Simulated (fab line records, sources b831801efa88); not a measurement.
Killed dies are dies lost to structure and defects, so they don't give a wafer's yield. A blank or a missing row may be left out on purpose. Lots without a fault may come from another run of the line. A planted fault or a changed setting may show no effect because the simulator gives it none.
Which tool did it? | flow sky130 | 13 lots, 39 wafers sampled, at 3 steps of a route of 708

WHAT THE GAUGES READ, wafer by wafer
SKY_SD_N_RS_MEAS_16: measures by four-point-probe. Usual: SD_N_RS 68.52 ohm/sq, standard deviation 0.16.
lot  | measured     | on            | SD_N_RS (ohm/sq)  | flag
L599 | day 28 07:28 | film_metro-02 | 68.29 68.38 68.31 |
L600 | day 28 17:38 | film_metro-04 | 68.29 68.43 68.46 |
L602 | day 29 08:26 | film_metro-02 | 68.34 68.47 68.49 |
L604 | day 30 09:11 | film_metro-01 | 68.66 68.47 68.65 |
L609 | day 32 14:45 | film_metro-01 | 68.72 68.54 68.64 |
L611 | day 32 17:21 | film_metro-04 | 68.48 68.48 68.35 |
L610 | day 32 18:01 | film_metro-04 | 68.44 68.54 68.52 |
L613 | day 33 03:52 | film_metro-01 | 68.77 68.70 68.64 |
L614 | day 33 13:44 | film_metro-04 | 68.28 68.41 68.16 |
L616 | day 33 20:56 | film_metro-01 | 68.71 68.84 68.72 |
L615 | day 33 22:27 | film_metro-02 | 68.37 68.37 68.31 |
L617 | day 34 04:54 | film_metro-02 | 68.34 68.46 68.54 |
L618 | day 34 12:40 | film_metro-01 | 68.68 68.76 68.64 |

WHICH TOOL RAN EACH LOT (tool, then ch and the chambers of the sampled wafers, then the start)
lot  | SKY_POLY_CUT_STRIP_12                | SKY_SD_N_CLEAN_13
L599 | plasma_asher-04 ch 0,1, day 24 15:03 | wet_bench-02 ch 2, day 28 07:15
L600 | plasma_asher-04 ch 0,1, day 25 03:40 | wet_bench-02 ch 0, day 28 17:19
L602 | plasma_asher-03 ch 0,1, day 25 18:19 | wet_bench-03 ch 0, day 29 08:13
L604 | plasma_asher-01 ch 0,1, day 26 18:50 | wet_bench-02 ch 2, day 30 08:55
L609 | plasma_asher-04 ch 0,1, day 29 02:31 | wet_bench-03 ch 3, day 32 14:31
L611 | plasma_asher-04 ch 0,1, day 29 05:49 | wet_bench-03 ch 3, day 32 17:07
L610 | plasma_asher-04 ch 0,1, day 29 06:34 | wet_bench-04 ch 2, day 32 17:46
L613 | plasma_asher-03 ch 0,1, day 29 17:16 | wet_bench-03 ch 2, day 33 03:34
L614 | plasma_asher-04 ch 0,1, day 30 02:42 | wet_bench-03 ch 2, day 33 13:27
L616 | plasma_asher-03 ch 0,1, day 30 09:43 | wet_bench-04 ch 1, day 33 20:42
L615 | plasma_asher-03 ch 0,1, day 30 11:45 | wet_bench-04 ch 1, day 33 22:13
L617 | plasma_asher-03 ch 0,1, day 30 18:01 | wet_bench-04 ch 1, day 34 04:41
L618 | plasma_asher-04 ch 0,1, day 31 02:45 | wet_bench-02 ch 2, day 34 12:24
- SKY_POLY_CUT_STRIP_12: strips in O2/N2.
- SKY_SD_N_CLEAN_13: cleans in SC1/SC2, time 150 s.

WHAT THE TOOLS THEMSELVES READ (means of the sampled wafers that have a number; where no wafer has one, the mark that the record gives instead)
SKY_POLY_CUT_STRIP_12. Usual: drypump_motor_current_A 5.9 A, standard deviation 0.36; oes_product_au 0.452 a.u., standard deviation 0.0043; strip_time_to_endpoint_s 5.353 s, standard deviation 0.016.
lot  | tool            | drypump_motor_current_A (A) | oes_product_au (a.u.) | strip_time_to_endpoint_s (s) | flag
L599 | plasma_asher-04 | 6.1                         | 0.448                 | 5.334                        |
L600 | plasma_asher-04 | 6.1                         | 0.457                 | 5.371                        |
L602 | plasma_asher-03 | 5.6                         | 0.456                 | 5.361                        |
L604 | plasma_asher-01 | 5.8                         | 0.449                 | 5.353                        |
L609 | plasma_asher-04 | 6.1                         | 0.451                 | 5.356                        |
L611 | plasma_asher-04 | 6.0                         | 0.451                 | 5.357                        |
L610 | plasma_asher-04 | 6.0                         | 0.451                 | 5.349                        |
L613 | plasma_asher-03 | 5.9                         | 0.453                 | 5.352                        |
L614 | plasma_asher-04 | 6.1                         | 0.457                 | 5.361                        |
L616 | plasma_asher-03 | 5.6                         | 0.450                 | 5.349                        |
L615 | plasma_asher-03 | 5.9                         | 0.453                 | 5.352                        |
L617 | plasma_asher-03 | 5.9                         | 0.452                 | 5.346                        |
L618 | plasma_asher-04 | 6.1                         | 0.452                 | 5.363                        |

SKY_SD_N_CLEAN_13. Usual: run_length_s 179 s, standard deviation 4.1.
lot  | tool         | run_length_s (s) | flag
L599 | wet_bench-02 | 177              |
L600 | wet_bench-02 | 174              |
L602 | wet_bench-03 | 176              |
L604 | wet_bench-02 | 178              |
L609 | wet_bench-03 | 54               | OFF
L611 | wet_bench-03 | 54               | OFF
L610 | wet_bench-04 | 184              |
L613 | wet_bench-03 | 184              |
L614 | wet_bench-03 | 183              |
L616 | wet_bench-04 | 176              |
L615 | wet_bench-04 | 177              |
L617 | wet_bench-04 | 183              |
L618 | wet_bench-02 | 184              |

THE ANSWER, worked out from the rows above alone
Rule: a lot is off if the mean of its wafers that have a number lies more than 3 standard deviations from the usual mean. A lot without any number at a reading at which 4 lots or more have one is off too. The other lots that the step has rows for count as sound. The gauges are gone through in route order, then the tools' own readings, and for those a lot's mean is taken as printed above. The first step at which some lot is off is used, and at that step the reading that is off furthest; a lot without a number counts as furthest.
Off: L609, L611, at SKY_SD_N_CLEAN_13 (run_length_s).
A tool fits if, at that step or a process step before it, it ran every lot that is off, and no sound lot after the first of them. None of those tried fits.

WHAT THE SIMULATOR HAD PUT IN
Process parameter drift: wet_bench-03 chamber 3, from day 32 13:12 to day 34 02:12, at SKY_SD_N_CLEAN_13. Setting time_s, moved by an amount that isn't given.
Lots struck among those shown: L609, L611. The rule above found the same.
